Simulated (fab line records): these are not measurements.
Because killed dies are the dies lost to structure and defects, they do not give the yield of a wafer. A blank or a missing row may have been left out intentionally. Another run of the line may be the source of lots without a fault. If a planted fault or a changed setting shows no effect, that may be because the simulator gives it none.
Which tool is to blame? | flow sfq_line | 20 wafers from 7 lots sampled at 3 of the route's 325 steps

## WHAT THE GAUGES READ, wafer by wafer
SFQ_I5_OVL_MEAS_936.
lot  | measured     | on         | I5_OVL (nm)
L255 | day 63 09:59 | overlay-02 | 3 -2 12
L257 | day 63 19:35 | overlay-01 | -5 2 -4
L259 | day 64 03:59 | overlay-01 | 3 -9 0
L261 | day 64 10:50 | overlay-02 | -4 -7 -4
L264 | day 66 04:58 | overlay-01 | 3 -7 -3
L270 | day 66 21:46 | overlay-01 | -2 6 -1
L274 | day 67 15:55 | overlay-01 | 3 6

## TOOL THAT RAN EACH LOT (tool first, then ch and the chambers of the sampled wafers, then the start)
lot  | SFQ_TRILAYER_JJ_CE_BARC_OPEN_RIE_150 | SFQ_TRILAYER_JJ_CE_ETCH_RIE_118
L255 | rie_metal-03 ch 0,1, day 47 19:36    | rie_metal-03 ch 0,1, day 47 19:41
L257 | rie_metal-03 ch 0,1, day 52 16:58    | rie_metal-03 ch 0,1, day 52 17:03
L259 | rie_metal-03 ch 0,1, day 53 00:10    | rie_metal-03 ch 0,1, day 53 00:15
L261 | rie_metal-03 ch 0, day 53 07:22      | rie_metal-03 ch 0, day 53 07:27
L264 | rie_metal-04 ch 0,1, day 55 07:16    | rie_metal-04 ch 0,1, day 55 07:21
L270 | rie_metal-04 ch 1, day 56 03:41      | rie_metal-04 ch 1, day 56 03:53
L274 | rie_metal-02 ch 1, day 56 18:04      | rie_metal-02 ch 1, day 56 18:09
- SFQ_TRILAYER_JJ_CE_BARC_OPEN_RIE_150: chemistry O2, target BARC, target depth 240 nm, time 80 s.
- SFQ_TRILAYER_JJ_CE_ETCH_RIE_118: chemistry SF6, target Nb, stops on Al2O3, time 97.7 s, target depth 170 nm.

## THE ANSWER, worked out from the rows above alone
Rule: what is usual is taken from the lots themselves. Put in order of their means at a reading, lots are off if they are a third of the lots or fewer, leave a main group of 4 or more, and stand apart from it by a gap of 3 or more times the standard deviation of the main group's means; of several such gaps the widest counts. A main group whose means are all the same, to the digits that the tables above print for the reading, isn't used. A lot without any number at a reading at which 4 lots or more have one is off too. All remaining lots with rows at the step are treated as sound.
No lot is off on any of the readings shown, so nothing can be concluded from this.

## WHAT WAS PUT IN BY THE SIMULATOR
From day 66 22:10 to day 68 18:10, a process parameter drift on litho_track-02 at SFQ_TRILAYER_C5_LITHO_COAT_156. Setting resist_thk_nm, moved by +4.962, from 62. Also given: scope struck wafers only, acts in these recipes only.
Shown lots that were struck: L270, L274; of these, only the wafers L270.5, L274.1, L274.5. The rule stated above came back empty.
